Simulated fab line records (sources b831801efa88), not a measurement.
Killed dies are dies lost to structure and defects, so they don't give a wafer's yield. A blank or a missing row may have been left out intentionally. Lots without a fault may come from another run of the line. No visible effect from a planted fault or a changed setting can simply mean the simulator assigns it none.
Matching of chambers :: flow gf180mcu :: 4 sister chambers for GF_V4_CMP_04 on cmp-01
The step polishes SiO2. 18 wafers are shown with their chamber, then 9 later ones without.

== WAFERS PAIRED WITH THEIR CHAMBERS ==
wafer: L453.1
chamber: 1
motor current A (A): 13.5
time to endpoint s (s): 73

wafer: L453.4
chamber: 0
motor current A (A): 9.8
time to endpoint s (s): 73

wafer: L453.6
chamber: 2
motor current A (A): 10.3
time to endpoint s (s): 79

wafer: L455.1
chamber: 3
motor current A (A): 11.0
time to endpoint s (s): 71

wafer: L455.2
chamber: 2
motor current A (A): 10.7
time to endpoint s (s): 69

wafer: L455.4
chamber: 0
motor current A (A): 10.7
time to endpoint s (s): 76

wafer: L456.1
chamber: 0
motor current A (A): 10.4
time to endpoint s (s): 74

wafer: L456.5
chamber: 3
motor current A (A): 11.5
time to endpoint s (s): 76

wafer: L456.6
chamber: 2
motor current A (A): 11.0
time to endpoint s (s): 76

wafer: L459.2
chamber: 1
motor current A (A): 12.9
time to endpoint s (s): 76

wafer: L459.5
chamber: 1
motor current A (A): 13.1
time to endpoint s (s): 71

wafer: L459.6
chamber: 0
motor current A (A): 10.2
time to endpoint s (s): 77

wafer: L461.1
chamber: 1
motor current A (A): 12.6
time to endpoint s (s): 75

wafer: L461.4
chamber: 0
motor current A (A): 9.7
time to endpoint s (s): 84

wafer: L461.5
chamber: 2
motor current A (A): 11.1
time to endpoint s (s): 83

wafer: L472.1
chamber: 2
motor current A (A): 9.9
time to endpoint s (s): 75

wafer: L472.2
chamber: 1
motor current A (A): 13.2
time to endpoint s (s): 77

wafer: L472.5
chamber: 3
motor current A (A): 11.9
time to endpoint s (s): 80

SIGNATURES, as means of the wafers listed above
reading: motor current A
chamber 0: 10.160
chamber 1: 13.060
chamber 2: 10.600
chamber 3: 11.467
scatter within a chamber: 0.427

reading: time to endpoint s
chamber 0: 76.80
chamber 1: 74.40
chamber 2: 76.40
chamber 3: 75.67
scatter within a chamber: 4.19
Rule: a wafer's distance from a chamber is the root of the sum, over the readings, of the square of ((its reading less the chamber's mean) divided by the reading's scatter). If the next closest chamber is less than 2 further off than the closest, the wafer can't be placed; otherwise it belongs to the closest. The scatter is the square root of a quotient: the sum, over the shown wafers, of each reading's squared deviation from its chamber's mean, divided by wafers minus chambers.

== WAFERS WITH NO CHAMBER GIVEN ==
wafer: L471.1
motor current A (A): 11.8
time to endpoint s (s): 70

wafer: L471.3
motor current A (A): 9.8
time to endpoint s (s): 72

wafer: L471.4
motor current A (A): 12.3
time to endpoint s (s): 76

wafer: L473.1
motor current A (A): 10.7
time to endpoint s (s): 69

wafer: L473.4
motor current A (A): 9.1
time to endpoint s (s): 68

wafer: L473.6
motor current A (A): 11.3
time to endpoint s (s): 70

wafer: L474.2
motor current A (A): 9.9
time to endpoint s (s): 72

wafer: L474.4
motor current A (A): 11.9
time to endpoint s (s): 75

wafer: L474.6
motor current A (A): 9.9
time to endpoint s (s): 75

== WHICH CHAMBER EACH ONE RAN IN ==
wafer: L471.1
from the rows above: can't be placed: 3 or 1 or 2
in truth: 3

wafer: L471.3
from the rows above: can't be placed: 0 or 2
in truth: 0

wafer: L471.4
from the rows above: can't be placed: 1 or 3
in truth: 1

wafer: L473.1
from the rows above: can't be placed: 2 or 0 or 3
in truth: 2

wafer: L473.4
from the rows above: can't be placed: 0 or 2
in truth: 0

wafer: L473.6
from the rows above: can't be placed: 3 or 2 or 0
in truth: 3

wafer: L474.2
from the rows above: can't be placed: 0 or 2
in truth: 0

wafer: L474.4
from the rows above: can't be placed: 3 or 1
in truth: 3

wafer: L474.6
from the rows above: can't be placed: 0 or 2
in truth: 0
0 of 9 placed correctly. Unplaceable from these rows: 9, with the true chamber sitting among the candidates in 9. 0 placed wrongly.
